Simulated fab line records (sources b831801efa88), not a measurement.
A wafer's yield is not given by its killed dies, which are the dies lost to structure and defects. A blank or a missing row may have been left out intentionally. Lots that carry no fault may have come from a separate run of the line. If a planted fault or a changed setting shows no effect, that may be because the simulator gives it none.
Which tool did it? :: flow sky130 :: 42 wafers from 14 lots sampled at 5 of the route's 708 steps

WHAT THE GAUGES SHOWED, per wafer
SKY_NWELL_THK_MEAS_02.
lot: L843
measured: day 2 18:10
on: film-metro-04
NWELL_OXIDATION_THK (nm): 9.96 9.71 10.05

lot: L845
measured: day 3 05:09
on: film-metro-04
NWELL_OXIDATION_THK (nm): 10.25 10.14 10.14

lot: L847
measured: day 3 23:35
on: film-metro-04
NWELL_OXIDATION_THK (nm): 9.93 9.99 9.90

lot: L848
measured: day 4 00:59
on: film-metro-01
NWELL_OXIDATION_THK (nm): 9.96 9.96 9.99

lot: L849
measured: day 4 05:35
on: film-metro-01
NWELL_OXIDATION_THK (nm): 10.17 10.21 10.14

lot: L850
measured: day 4 09:35
on: film-metro-01
NWELL_OXIDATION_THK (nm): 9.86 9.71 9.82

lot: L852
measured: day 4 19:07
on: film-metro-03
NWELL_OXIDATION_THK (nm): 9.89 9.85 9.95

lot: L854
measured: day 5 06:07
on: film-metro-03
NWELL_OXIDATION_THK (nm): 9.67 9.90 9.70

lot: L855
measured: day 5 09:55
on: film-metro-01
NWELL_OXIDATION_THK (nm): 10.30 10.33 10.23

lot: L857
measured: day 5 19:05
on: film-metro-04
NWELL_OXIDATION_THK (nm): 9.83 9.95 9.95

lot: L860
measured: day 6 11:59
on: film-metro-01
NWELL_OXIDATION_THK (nm): 9.60 9.70 9.72

lot: L862
measured: day 6 21:31
on: film-metro-03
NWELL_OXIDATION_THK (nm): 9.80 9.82 9.85

lot: L863
measured: day 7 04:17
on: film-metro-03
NWELL_OXIDATION_THK (nm): 9.43 9.39 9.49

lot: L865
measured: day 7 13:46
on: film-metro-01
NWELL_OXIDATION_THK (nm): 10.08 10.09 10.22

SKY_NWELL_TW_MEAS_15.
lot: L843
measured: day 5 03:32
on: film-metro-03
NWELL_TW: 1811 1795 1798

lot: L845
measured: day 5 15:00
on: film-metro-03
NWELL_TW: 1793 1788 1790

lot: L847
measured: day 6 11:26
on: film-metro-04
NWELL_TW: 1822 1811 1820

lot: L848
measured: day 6 13:15
on: film-metro-04
NWELL_TW: 1814 1819 1821

lot: L849
measured: day 6 19:21
on: film-metro-03
NWELL_TW: 1788 1792 1801

lot: L850
measured: day 6 23:53
on: film-metro-04
NWELL_TW: 1818 1819 1831

lot: L852
measured: day 7 09:59
on: film-metro-01
NWELL_TW: 1801 1807 1816

lot: L854
measured: day 7 22:53
on: film-metro-03
NWELL_TW: 1783 1787 1784

lot: L855
measured: day 8 02:58
on: film-metro-03
NWELL_TW: 1813 1828 1812

lot: L857
measured: day 8 13:57
on: film-metro-04
NWELL_TW: 1804 1809 1796

lot: L860
measured: day 9 07:28
on: film-metro-01
NWELL_TW: 1807 1806 1801

lot: L862
measured: day 9 19:11
on: film-metro-03
NWELL_TW: 1799 1807 1811

lot: L863
measured: day 10 01:56
on: film-metro-01
NWELL_TW: 1800 1803 1800

lot: L865
measured: day 10 11:56
on: film-metro-01
NWELL_TW: 1793 1793 1788

SKY_VT_ADJUST_HVTP_TW_MEAS_11.
lot: L843
measured: day 6 21:48
on: film-metro-02
VT_ADJUST_HVTP_TW: 1332 1338 1334

lot: L845
measured: day 7 11:00
on: film-metro-02
VT_ADJUST_HVTP_TW: 1339 1333 1341

lot: L847
measured: day 8 07:46
on: film-metro-03
VT_ADJUST_HVTP_TW: 1359 1350 1351

lot: L848
measured: day 8 11:31
on: film-metro-03
VT_ADJUST_HVTP_TW: 1356 1350 1359

lot: L849
measured: day 8 17:28
on: film-metro-04
VT_ADJUST_HVTP_TW: 1356 1357 1360

lot: L850
measured: day 8 21:21
on: film-metro-03
VT_ADJUST_HVTP_TW: 1352 1357 1359

lot: L852
measured: day 9 08:47
on: film-metro-03
VT_ADJUST_HVTP_TW: 1342 1335 1336

lot: L854
measured: day 9 23:12
on: film-metro-02
VT_ADJUST_HVTP_TW: 1334 1327 1326

lot: L855
measured: day 10 01:53
on: film-metro-04
VT_ADJUST_HVTP_TW: 1358 1353 1358

lot: L857
measured: day 10 13:07
on: film-metro-02
VT_ADJUST_HVTP_TW: 1336 1330 1325

lot: L860
measured: day 11 04:50
on: film-metro-04
VT_ADJUST_HVTP_TW: 1356 1348 1352

lot: L862
measured: day 11 16:10
on: film-metro-04
VT_ADJUST_HVTP_TW: 1355 1349 1358

lot: L863
measured: day 12 00:02
on: film-metro-03
VT_ADJUST_HVTP_TW: 1335 1341 1337

lot: L865
measured: day 12 10:36
on: film-metro-03
VT_ADJUST_HVTP_TW: 1341 1337 1330

SKY_SONOS_TUNNEL_CD_MEAS_07: the cd target is 410 nm.
lot: L843
measured: day 12 14:55
on: cd-sem-01
cd-nm (nm): 408.2 410.4 409.1

lot: L845
measured: day 13 06:05
on: cd-sem-01
cd-nm (nm): 411.8 411.1 409.8

lot: L847
measured: day 14 06:59
on: cd-sem-01
cd-nm (nm): 411.7 410.7 411.9

lot: L848
measured: day 14 08:28
on: cd-sem-02
cd-nm (nm): 410.9 412.8 414.1

lot: L849
measured: day 14 14:28
on: cd-sem-01
cd-nm (nm): 408.3 409.6 408.2

lot: L850
measured: day 14 20:29
on: cd-sem-02
cd-nm (nm): 410.3 411.6 413.3

lot: L852
measured: day 15 07:37
on: cd-sem-02
cd-nm (nm): 408.8 405.8 412.0

lot: L854
measured: day 15 23:06
on: cd-sem-02
cd-nm (nm): 411.2 410.4 409.8

lot: L855
measured: day 16 04:37
on: cd-sem-02
cd-nm (nm): 407.2 407.3 407.2

lot: L857
measured: day 16 15:53
on: cd-sem-02
cd-nm (nm): 412.1 412.5 412.1

lot: L860
measured: day 17 11:49
on: cd-sem-01
cd-nm (nm): 419.6 416.6 419.9

lot: L862
measured: day 18 02:19
on: cd-sem-01
cd-nm (nm): 411.9 410.9 413.0

lot: L863
measured: day 18 12:11
on: cd-sem-01
cd-nm (nm): 419.7 416.7 419.5

lot: L865
measured: day 19 02:47
on: cd-sem-01
cd-nm (nm): 411.7 409.7 411.6

WHICH TOOL RAN EACH LOT (tool, then ch and the chambers of the sampled wafers, then the start)
lot: L843
SKY_SONOS_TUNNEL_COAT_02: litho-track-01 ch 0, day 12 02:41

lot: L845
SKY_SONOS_TUNNEL_COAT_02: litho-track-02 ch 0, day 12 18:25

lot: L847
SKY_SONOS_TUNNEL_COAT_02: litho-track-01 ch 0, day 13 18:23

lot: L848
SKY_SONOS_TUNNEL_COAT_02: litho-track-01 ch 0, day 13 19:47

lot: L849
SKY_SONOS_TUNNEL_COAT_02: litho-track-03 ch 0, day 14 01:26

lot: L850
SKY_SONOS_TUNNEL_COAT_02: litho-track-02 ch 0, day 14 06:55

lot: L852
SKY_SONOS_TUNNEL_COAT_02: litho-track-02 ch 0, day 14 18:58

lot: L854
SKY_SONOS_TUNNEL_COAT_02: litho-track-03 ch 0, day 15 09:19

lot: L855
SKY_SONOS_TUNNEL_COAT_02: litho-track-03 ch 0, day 15 15:16

lot: L857
SKY_SONOS_TUNNEL_COAT_02: litho-track-03 ch 0, day 16 02:47

lot: L860
SKY_SONOS_TUNNEL_COAT_02: litho-track-01 ch 0, day 16 21:37

lot: L862
SKY_SONOS_TUNNEL_COAT_02: litho-track-02 ch 0, day 17 11:47

lot: L863
SKY_SONOS_TUNNEL_COAT_02: litho-track-01 ch 0, day 17 21:17

lot: L865
SKY_SONOS_TUNNEL_COAT_02: litho-track-03 ch 0, day 18 12:07
- SKY_SONOS_TUNNEL_COAT_02: resist thk 1140 nm.

WHAT THE TOOLS THEMSELVES READ (means of the sampled wafers that have a number; where no wafer has one, the mark that the record gives instead)
SKY_SONOS_TUNNEL_COAT_02.
lot: L843
tool: litho-track-01
spin-speed-rpm (rpm): 3000.1

lot: L845
tool: litho-track-02
spin-speed-rpm (rpm): 2998.9

lot: L847
tool: litho-track-01
spin-speed-rpm (rpm): 2999.1

lot: L848
tool: litho-track-01
spin-speed-rpm (rpm): 3002.5

lot: L849
tool: litho-track-03
spin-speed-rpm (rpm): 2998.4

lot: L850
tool: litho-track-02
spin-speed-rpm (rpm): 3002.3

lot: L852
tool: litho-track-02
spin-speed-rpm (rpm): 3000.2

lot: L854
tool: litho-track-03
spin-speed-rpm (rpm): 2998.7

lot: L855
tool: litho-track-03
spin-speed-rpm (rpm): 2998.0

lot: L857
tool: litho-track-03
spin-speed-rpm (rpm): 2998.5

lot: L860
tool: litho-track-01
spin-speed-rpm (rpm): 3353.2

lot: L862
tool: litho-track-02
spin-speed-rpm (rpm): 3001.7

lot: L863
tool: litho-track-01
spin-speed-rpm (rpm): 3352.8

lot: L865
tool: litho-track-03
spin-speed-rpm (rpm): 2998.3

THE ANSWER, worked out from the rows above alone
Rule: what is usual is taken from the lots themselves. The widest of any qualifying gaps counts: lots, ordered by their means at a reading, are off when they make up no more than a third of the lots, leave a main group of 4 or more, and stand apart from it by 3 or more times the standard deviation of that group's means. A main group is skipped when, at the precision printed for the reading in the tables above, its means are all equal. A lot without any number at a reading at which 4 lots or more have one is off too. The other lots that the step has rows for count as sound. First the gauges in route order, then the tools' own readings, where a lot's mean is used as printed above. At the first step where some lot is off, the reading lying furthest off is the one used; lots without a number count as furthest.
Off: L860, L863, at SKY_SONOS_TUNNEL_CD_MEAS_07 (cd-nm). The main group: mean 410.5 nm, standard deviation 1.6.
A tool fits if, at a process step before that reading, it ran every lot that is off, and no sound lot after the first of them. Not tried: the gauges at SKY_SONOS_TUNNEL_CD_MEAS_07; whatever is off there is also off at SKY_SONOS_TUNNEL_COAT_02, on other tools, and gauge error can't account for it. One fits: SKY_SONOS_TUNNEL_COAT_02 on litho-track-01. Its last sound lot is L848 (day 13 19:47), its first lot that is off L860 (day 16 21:37): a fault that began between those two fits.
On the lots that are off, the tool's own readings at SKY_SONOS_TUNNEL_COAT_02 differ by more than 5 times the standard deviation of the sound lots' means, which bears it out; spin-speed-rpm reads 3353.0 rpm there versus 2999.7 rpm on the sound lots.

WHAT WAS PUT IN BY THE SIMULATOR
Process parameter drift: litho-track-01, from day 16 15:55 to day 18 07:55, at SKY_SONOS_TUNNEL_COAT_02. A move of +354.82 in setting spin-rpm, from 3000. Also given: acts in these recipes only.
Shown lots that were struck: L860, L863. The rule above reached the same finding.
